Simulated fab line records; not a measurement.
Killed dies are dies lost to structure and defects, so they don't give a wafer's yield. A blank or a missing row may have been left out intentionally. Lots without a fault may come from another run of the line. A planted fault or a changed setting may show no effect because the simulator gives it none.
Problem report, 8D (eight disciplines) form, completed by code ; flow sfq-line ; the parts of the form that need people (team, actions taken, sign-off) are left out

== 1. THE ISSUE ==
Across 3 wafers from 2 lots, M6_NB_RS at SFQ_M6_RS_MEAS_938 averages 1.835 ohm/sq, while fault-free wafers read 0.894 ohm/sq with a standard deviation of 0.01. Relative to the usual mean, that is a shift of +94 standard deviations.
The step: measures by four-point-probe.
Earliest sighting: wafer L612.4 on film-metro-03 at day 72 16:50. The record holds 42 wafers of 14 lots with a number at this step. Rule for "out" (also "out of limits"): further than 4 standard deviations from the usual mean. All remaining wafers that have a number are taken as sound.

== 2. WHAT IT IS AND WHAT IT IS NOT ==
question;is;is not
which readings at this step;M6_NB_RS;-
which lots;L612, L613;L596, L597, L599, L600, L601, L610, L611, L614, L615, L616, L618, L619
which wafers of those lots;L612.4, L612.5, L613.4;L612.6, L613.2, L613.6
read on which gauges;film-metro-03;film-metro-01, film-metro-02
when;from day 72 16:50;"up to then (22 sound wafers); but 17 sound wafers of L613, L614, L615, L616, L618, L619 came after"

== 3. WHAT RULES OUT EACH SUSPECT ==
Counting: if a tool at a process step up to the reading ran every lot that is out, it stays a suspect. Sound lots after the first of them don't rule it out here, since some wafers of a struck lot are sound.
- ruled out: the gauge at SFQ_M6_RS_MEAS_938. All the wafers that are out were read on film-metro-03, but those of them that SFQ_TRILAYER_M6_ETCH_METAL_ETCH_162 has rows for are out there too, on other tools.
- rie-metal-02 at SFQ_TRILAYER_I5_STRIP_STRIP_148 (strips in O2): kept. Ran every lot that is out, first one L612 (day 68 09:47); last sound lot up to then L611 (day 68 03:35).
- pvd-sputter-05 at SFQ_TRILAYER_M6_DEP_SPUTTER_157 (material Nb, target thk 200 nm, time 133.3 s): kept. Ran every lot that is out, first one L612 (day 72 16:43); last sound lot up to then L611 (day 72 08:16).
The count leaves pvd-sputter-05 at SFQ_TRILAYER_M6_DEP_SPUTTER_157 and rie-metal-02 at SFQ_TRILAYER_I5_STRIP_STRIP_148.

== 4. THE CAUSE (what the simulator had put in) ==
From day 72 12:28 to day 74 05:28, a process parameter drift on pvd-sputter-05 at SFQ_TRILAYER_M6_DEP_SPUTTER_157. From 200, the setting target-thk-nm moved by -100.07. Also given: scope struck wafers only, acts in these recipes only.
After counting, 2 suspects remain, this tool included.

== 5. THE CHAIN OF EFFECTS, in route order ==
One row per reading whose mean, taken over the struck wafers that have a number, lies over 3 standard deviations from the usual. Readings are gone through only where the record gives a usual standard deviation; hours: the median, over the lots, of the time from a lot's start at the first step in this table giving one to that lot's start at this step; sigmas: the change measured in usual standard deviations.
hours;step;reading;usual;on struck wafers;change;sigmas
0;SFQ_M6_RS_MEAS_938;M6_NB_RS;0.894 ohm/sq;1.835;+0.941;+94
95;SFQ_TRILAYER_M6_ETCH_METAL_ETCH_162;oes-product-au;0.891 a.u.;0.631;-0.260;-37
Its process steps:
- SFQ_TRILAYER_M6_ETCH_METAL_ETCH_162: etches Nb in Cl2/Ar, stops on SiO2, target depth 240 nm, time 120 s.

== 6. HOW IT WOULD HAVE BEEN CAUGHT EARLIER ==
In this record the first reading out of limits at a measuring or inspecting step was taken at day 72 16:50, 4 hours after the fault began at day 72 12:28.
Of the tool readings at SFQ_TRILAYER_M6_DEP_SPUTTER_157 for which the record gives a usual standard deviation, none was out on any struck wafer, so an alarm limit of 4 standard deviations on them would not have fired.
L613, from the lots that are out (2), started SFQ_TRILAYER_M6_DEP_SPUTTER_157 on pvd-sputter-05 later than day 72 16:50. A hold on the tool at that time would have spared it.
